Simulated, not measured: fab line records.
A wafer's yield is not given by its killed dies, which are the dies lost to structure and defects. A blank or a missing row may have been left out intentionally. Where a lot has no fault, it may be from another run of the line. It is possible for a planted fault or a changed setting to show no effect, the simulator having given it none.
Which tool is to blame? -- flow gf180mcu -- 13 lots with 39 wafers sampled at 4 steps, on a route of 602 steps

WHAT EACH GAUGE READ, for each wafer
GF_STI_THK_MEAS_30. Usual: for STI_OXIDATION_02_THK the level is 10.10 nm and the standard deviation is 0.21.
lot,measured,on,STI_OXIDATION_02_THK (nm),flag
L229,day 2 05:51,film metro-02,10.01 10.04 10.13,
L232,day 2 21:12,film metro-01,10.15 10.36 10.20,
L233,day 3 02:22,film metro-03,9.61 9.67 9.59,
L235,day 3 12:50,film metro-01,10.16 10.37 10.24,
L236,day 3 18:50,film metro-03,10.05 9.89 9.86,
L237,day 4 01:39,film metro-03,10.34 10.39 10.36,
L238,day 4 05:56,film metro-03,9.96 9.89 9.77,
L239,day 4 10:04,film metro-02,10.20 10.40 10.28,
L240,day 4 15:35,film metro-01,10.13 10.07 10.09,
L241,day 4 20:24,film metro-02,10.10 10.17 10.08,
L242,day 5 00:53,film metro-01,10.21 10.36 10.13,
L247,day 6 02:55,film metro-03,10.35 10.27 10.40,
L251,day 6 23:11,film metro-01,10.24 10.17 10.21,

GF_CONTACT_CD_MEAS_14: the cd target is 220 nm. Usual: 219.9 nm for cd nm, sd 1.3.
lot,measured,on,cd nm (nm),flag
L229,day 15 19:28,cd sem-01,218.7 219.0 219.0,
L232,day 16 17:22,cd sem-02,218.8 219.8 217.5,
L233,day 17 04:11,cd sem-02,220.4 221.1 218.9,
L235,day 17 17:46,cd sem-02,220.2 220.4 221.1,
L236,day 18 08:27,cd sem-02,220.3 219.9 220.6,
L237,day 18 19:22,cd sem-02,218.2 217.7 219.2,
L238,day 19 09:50,cd sem-02,220.5 219.0 220.9,
L239,day 19 10:17,cd sem-01,217.1 219.6 218.2,
L240,day 19 17:28,cd sem-01,219.6 220.4 219.8,
L241,day 20 01:43,cd sem-02,222.2 221.8 222.1,
L242,day 20 20:22,cd sem-01,218.2 218.9 219.8,
L247,day 22 16:46,cd sem-01,222.7 220.3 222.4,
L251,day 23 11:46,cd sem-01,219.3 220.3 219.4,

WHICH TOOL RAN EACH LOT (tool, then ch and the chambers of the sampled wafers, then the start)
lot,GF_LVPWELL_STRIP_10,GF_SAB_STRIP_13
L229,"plasma asher-04 ch 0,1, day 3 20:34","plasma asher-01 ch 0,1, day 14 20:32"
L232,"plasma asher-03 ch 0,1, day 4 12:11","plasma asher-02 ch 0,1, day 15 17:04"
L233,"plasma asher-01 ch 0,1, day 4 19:22","plasma asher-02 ch 0,1, day 16 04:44"
L235,"plasma asher-01 ch 0,1, day 5 08:38","plasma asher-02 ch 0,1, day 16 17:18"
L236,"plasma asher-03 ch 0,1, day 5 13:18","plasma asher-01 ch 0,1, day 17 07:37"
L237,"plasma asher-01 ch 0,1, day 5 21:24","plasma asher-02 ch 0,1, day 17 17:41"
L238,"plasma asher-01 ch 0,1, day 6 01:32","plasma asher-03 ch 0,1, day 18 08:01"
L239,"plasma asher-01 ch 0,1, day 6 06:19","plasma asher-02 ch 1, day 18 08:16"
L240,"plasma asher-01 ch 0,1, day 6 10:17","plasma asher-02 ch 0,1, day 18 15:23"
L241,"plasma asher-03 ch 0,1, day 6 17:02","plasma asher-01 ch 0,1, day 18 23:08"
L242,"plasma asher-01 ch 0,1, day 6 22:30","plasma asher-01 ch 0,1, day 19 18:49"
L247,"plasma asher-03 ch 0,1, day 8 01:31","plasma asher-01 ch 0,1, day 21 16:10"
L251,"plasma asher-03 ch 0,1, day 8 15:58","plasma asher-01 ch 0,1, day 22 11:47"
- GF_LVPWELL_STRIP_10: strips in O2/N2.
- GF_SAB_STRIP_13: strips in O2/N2.

AS READ BY THE TOOLS THEMSELVES (means over the sampled wafers that have a number; for cases with no such wafer, the mark the record gives instead)
GF_LVPWELL_STRIP_10. Usual: chamber pressure mTorr 1500.4 mTorr, standard deviation 1.3; drypump motor current A 5.79 A, standard deviation 0.097; heater power w 353 W, standard deviation 27; oes product au 0.723 a.u., standard deviation 0.0041; strip time to endpoint s 36.91 s, standard deviation 0.099.
lot,tool,chamber pressure mTorr (mTorr),drypump motor current A (A),heater power w (W),oes product au (a.u.),strip time to endpoint s (s),flag
L229,plasma asher-04,1500.9,5.73,332,0.730,36.94,
L232,plasma asher-03,1499.6,5.82,329,0.724,36.87,
L233,plasma asher-01,1500.0,5.82,370,0.724,36.95,
L235,plasma asher-01,1500.1,5.72,386,0.724,37.00,
L236,plasma asher-03,1501.4,5.85,341,0.723,36.88,
L237,plasma asher-01,1500.1,5.70,385,0.725,36.82,
L238,plasma asher-01,1500.8,5.82,370,0.721,36.82,
L239,plasma asher-01,1500.2,5.80,367,0.725,37.07,
L240,plasma asher-01,1201.1,5.80,367,0.688,40.00,OFF
L241,plasma asher-03,1499.8,5.78,329,0.724,36.86,
L242,plasma asher-01,1200.2,5.73,379,0.688,39.64,OFF
L247,plasma asher-03,1501.0,5.82,330,0.726,36.89,
L251,plasma asher-03,1500.4,5.80,334,0.720,36.95,

GF_SAB_STRIP_13. Usual: chamber pressure mTorr 1500.0 mTorr, standard deviation 1.5; drypump motor current A 5.7 A, standard deviation 0.34; heater power w 330 W, standard deviation 32; oes product au 0.710 a.u., standard deviation 0.0045; strip time to endpoint s 12.61 s, standard deviation 0.034.
lot,tool,chamber pressure mTorr (mTorr),drypump motor current A (A),heater power w (W),oes product au (a.u.),strip time to endpoint s (s),flag
L229,plasma asher-01,1500.1,5.8,370,0.707,12.62,
L232,plasma asher-02,1500.3,5.8,312,0.710,12.60,
L233,plasma asher-02,1499.6,5.5,295,0.711,12.55,
L235,plasma asher-02,1500.4,5.8,310,0.711,12.64,
L236,plasma asher-01,1499.9,5.8,368,0.711,12.61,
L237,plasma asher-02,1498.9,5.8,309,0.710,12.61,
L238,plasma asher-03,1501.7,5.8,332,0.713,12.61,
L239,plasma asher-02,1500.9,5.2,285,0.709,12.65,
L240,plasma asher-02,1500.5,5.5,295,0.712,12.63,
L241,plasma asher-01,1499.7,5.8,346,0.712,12.61,
L242,plasma asher-01,1499.4,5.7,357,0.708,12.62,
L247,plasma asher-01,1499.0,5.8,345,0.711,12.60,
L251,plasma asher-01,1501.0,5.8,347,0.709,12.66,

THE ANSWER, worked out from the rows above alone
Rule: lot off if the mean of its wafers having a number is beyond 3 standard deviations from the usual mean. A lot without any number at a reading at which 4 lots or more have one is off too. The other lots that the step has rows for count as sound. After the gauges, taken in route order, come the tools' own readings; for these a lot's mean is taken, as printed above. At the first step where some lot is off, the reading lying furthest off is the one used; lots without a number count as furthest.
Off: L240, L242, at GF_LVPWELL_STRIP_10 (chamber pressure mTorr).
If a tool, at that step or one of the process steps before it, ran each lot that is off and ran no sound lot following the first of them, it fits. One candidate fits, namely plasma asher-01 at GF_LVPWELL_STRIP_10. Its last sound lot is L239 (day 6 06:19), its first lot that is off L240 (day 6 10:17): a fault that began between those two fits.
The tool's own readings at GF_LVPWELL_STRIP_10 bear it out: on the lots that are off they differ by more than 5 times the standard deviation of the sound lots' means. chamber pressure mTorr reads 1200.7 mTorr there against 1500.4 mTorr on the sound lots; oes product au reads 0.688 a.u. there against 0.724 a.u. on the sound lots; strip time to endpoint s reads 39.82 s there against 36.91 s on the sound lots.

WHAT THE SIMULATOR HAD INSERTED
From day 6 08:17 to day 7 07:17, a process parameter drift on plasma asher-01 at GF_LVPWELL_STRIP_10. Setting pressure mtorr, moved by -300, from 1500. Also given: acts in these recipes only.
Lots struck among those shown: L240, L242. This agrees with what the rule above found.
